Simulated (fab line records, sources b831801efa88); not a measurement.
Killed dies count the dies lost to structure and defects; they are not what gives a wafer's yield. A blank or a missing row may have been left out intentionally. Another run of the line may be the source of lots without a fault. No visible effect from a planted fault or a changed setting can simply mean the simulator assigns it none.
One fault through the eyes of 2 desks    flow gf180mcu    numbers are kept per desk, each desk with only its own; the story behind them comes last

## METROLOGY DESK
What the gauges read for every lot (on any tool): the sampled wafers with a number, averaged. The brackets show how far a lot's mean lies from the usual mean; more than 4 standard deviations puts the lot out of limits, marked OUT.
Columns: A = M4_ALCU_RS at GF_M4_RS_MEAS_05, usual 0.0694 ohm/sq; B = M4_ALCU_THK at GF_M4_THK_MEAS_06, usual 449 nm
lot   first seen here  A       B
L460  day 22 13:07     0.0700  449
L462  day 23 03:40     0.0695  454
L464  day 24 07:40     0.0691  449
L465  day 25 01:44     0.0692  449
L466  day 25 02:13     0.0703  442
L471  day 26 05:11     0.0683  457
L475  day 27 14:48     0.0663  471
L477  day 28 03:25     0.0673  461
L479  day 28 20:25     0.0705  444
L480  day 28 23:25     0.0694  446
L482  day 29 11:13     0.0700  442
L483  day 29 21:49     0.0695  451
Result from this desk: across the 12 lots, nothing is out of limits.

## THE TOOL OWNER'S DESK: pvd sputter-02
The tool's own readings at GF_M4_SPUTTER_02 (material AlCu, target thk 450 nm, time 23.9 s): means of the sampled wafers that have a number, for each lot that ran on this tool. The brackets show how far a lot's mean lies from the usual mean; more than 4 standard deviations puts the lot out of limits, marked OUT.
Columns: A = throttle valve pct at GF_M4_SPUTTER_02, usual 30.3 %
lot   first seen here  A
L464  day 24 07:33     31.1
L466  day 25 02:07     30.9
L475  day 27 14:41     30.1
L477  day 28 03:17     30.9
Result from this desk: across the 4 lots, nothing is out of limits.

## ALL TOGETHER
Nothing out of limits was seen by the metrology desk.
Nothing out of limits was seen by the tool owner's desk.

## WHAT THE SIMULATOR PUT IN
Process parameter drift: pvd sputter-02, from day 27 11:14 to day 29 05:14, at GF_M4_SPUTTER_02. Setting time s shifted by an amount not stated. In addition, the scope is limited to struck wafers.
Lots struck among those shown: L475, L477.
